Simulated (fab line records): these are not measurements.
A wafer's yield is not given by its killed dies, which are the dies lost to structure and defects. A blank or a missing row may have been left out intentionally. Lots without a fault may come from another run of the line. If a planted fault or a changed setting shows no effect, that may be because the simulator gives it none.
Matching of chambers + flow sky130 + SKY_VIA4_ETCH_12 on rieDiel-01: 4 sister chambers
The step etches SiO2 in C4F8/O2/Ar, stops on TiN, target depth 580 nm. 8 wafers are shown with their chamber, then 8 later ones without.

WAFERS WITH THEIR CHAMBER
| wafer  | chamber | oesProductAu (a.u.) |
|--------|---------|---------------------|
| L999.2 | 3       | 0.938               |
| L999.5 | 3       | 0.939               |
| L101.2 | 1       | 0.936               |
| L101.5 | 0       | 0.939               |
| L103.2 | 2       | 0.940               |
| L103.5 | 1       | 0.941               |
| L103.6 | 0       | 0.939               |
| L102.1 | 2       | 0.939               |

WAFERS WITH NO CHAMBER GIVEN
| wafer  | oesProductAu (a.u.) |
|--------|---------------------|
| L102.3 | 0.940               |
| L102.4 | 0.934               |
| L104.1 | 0.938               |
| L104.2 | 0.932               |
| L104.4 | 0.936               |
| L106.3 | 0.937               |
| L106.4 | 0.933               |
| L106.5 | 0.941               |

WHICH CHAMBER EACH WENT THROUGH
| wafer  | from the rows above               | in truth |
|--------|-----------------------------------|----------|
| L102.3 | can't be placed: 2 or 0 or 1 or 3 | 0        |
| L102.4 | can't be placed: 3 or 1 or 0 or 2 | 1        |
| L104.1 | can't be placed: 3 or 1 or 0 or 2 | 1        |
| L104.2 | can't be placed: 3 or 1 or 0 or 2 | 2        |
| L104.4 | can't be placed: 3 or 1 or 0 or 2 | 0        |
| L106.3 | can't be placed: 3 or 1 or 0 or 2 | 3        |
| L106.4 | can't be placed: 3 or 1 or 0 or 2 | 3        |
| L106.5 | can't be placed: 2 or 0 or 1 or 3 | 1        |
0 of 8 placed correctly. These rows do not allow placing 8 (true chamber among the candidates in 8). Number placed wrongly: 0.
How it was worked out, from the rows above alone: a wafer's distance from a chamber is the root of the sum, over the readings, of the square of ((its reading less the chamber's mean) divided by the reading's scatter). If the next closest chamber is less than 2 further off than the closest, the wafer can't be placed; otherwise it belongs to the closest. The mean given for a chamber averages the wafers shown for that chamber. The scatter is the square root of a quotient: the sum, over the shown wafers, of each reading's squared deviation from its chamber's mean, divided by wafers minus chambers.
